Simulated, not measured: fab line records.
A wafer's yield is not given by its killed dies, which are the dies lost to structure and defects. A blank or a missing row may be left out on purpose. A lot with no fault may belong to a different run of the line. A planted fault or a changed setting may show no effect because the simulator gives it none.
A lot that was struck, set against a sound lot    flow gf180mcu    15 steps out of a route of 602
Sound: these wafers, L550.2, L550.5, L550.6. The struck wafers were L563.4, L563.5, L563.6. The cause comes at the end.
At each step with rows: each side's tool, then ch and its chambers, then its first start. Under that, the readings that differ: sound wafers    struck wafers    difference of the means    sigmas: that difference in standard deviations of wafers without a fault.
alike: readings whose means differ by less than 2 such deviations, and words and numbers that are the same on both sides. not compared: withheld readings, readings that some wafer has no value for, bounds like >300 that may hide the same value, and numbers for which the record gives no deviation and whose values overlap.
A row with sigmas, a row that says differs or no value, or rows on one side alone: a step with any of these is where the two part. Numbers that don't overlap but have no deviation are shown without sigmas and don't part them. Lack of a reading on every wafer of one side parts them only where that side has two or more wafers.

first, 2 steps without rows for these wafers: GF_MVPSD_IMPLANT_08; GF_MVPSD_IMPLANT_09.
GF_MVPSD_STRIP_10: strips in O2/N2.
  sound on plasma_asher-03 ch 0,1, day 7 05:58; struck on plasma_asher-01 ch 0,1, day 10 10:56
  alike: drypump_motor_current_A, heater_power_w, oes_product_au, strip_time_to_endpoint_s
  not compared: rf_hours_counter_h
GF_MVPSD_TW_MEAS_11:
  sound on film_metro-01, day 7 06:08; struck on film_metro-03, day 10 11:02
reading   sound        struck       difference  sigmas
MVPSD_TW  550 547 548  560 558 558  +10         +2
then, 7 steps without rows for these wafers: GF_VT_IMPLANT_DEHYDRATE_00 (time 60 s); GF_VT_IMPLANT_HMDS_01 (prime time 60 s); GF_VT_IMPLANT_COAT_02 (resist thk 1000 nm); GF_VT_IMPLANT_SOFTBAKE_03 (time 60 s); GF_VT_IMPLANT_EXPOSE_04 (exposes mask LVPWELL LV AREA, target cd 600 nm); GF_VT_IMPLANT_PEB_05; GF_VT_IMPLANT_DEVELOP_06 (develop time 60 s).
GF_VT_IMPLANT_OVL_MEAS_07:
  sound on overlay-01, day 7 22:07; struck on overlay-02, day 11 04:56
reading              sound         struck          difference  sigmas
VT_IMPLANT_OVL (nm)  0.0 0.7 -0.7  -3.9 -2.7 -3.1  -3.2        -2
GF_VT_IMPLANT_IMPLANT_08:
  sound on implanter-03 ch 0, day 7 22:10; struck on implanter-01 ch 0, day 11 05:02
reading             sound              struck             difference  sigmas
tilt_deg (degrees)  7.037 7.012 7.011  6.476 6.477 6.495  -0.537      -26
GF_VT_IMPLANT_STRIP_09: strips in O2/N2.
  sound on plasma_asher-04 ch 0,1, day 7 22:17; struck on plasma_asher-03 ch 0,1, day 11 05:09
  alike: drypump_motor_current_A, heater_power_w, oes_product_au, strip_time_to_endpoint_s
  not compared: rf_hours_counter_h
-- a jump in the record: the struck wafers' starts before and after are 24 days apart (it breaks off in module VT_IMPLANT and resumes in module PASSIVATION, where the first step shown is number 602 of the route) --
GF_PASSIVATION_PROBE_99:
  the record has rows for the struck wafers here (prober-01, day 34 17:14) and none for the sound ones

## WHERE THEY PART
Earliest at GF_MVPSD_TW_MEAS_11; latest, in this record, at GF_PASSIVATION_PROBE_99.

WHY: the cause the simulator had injected
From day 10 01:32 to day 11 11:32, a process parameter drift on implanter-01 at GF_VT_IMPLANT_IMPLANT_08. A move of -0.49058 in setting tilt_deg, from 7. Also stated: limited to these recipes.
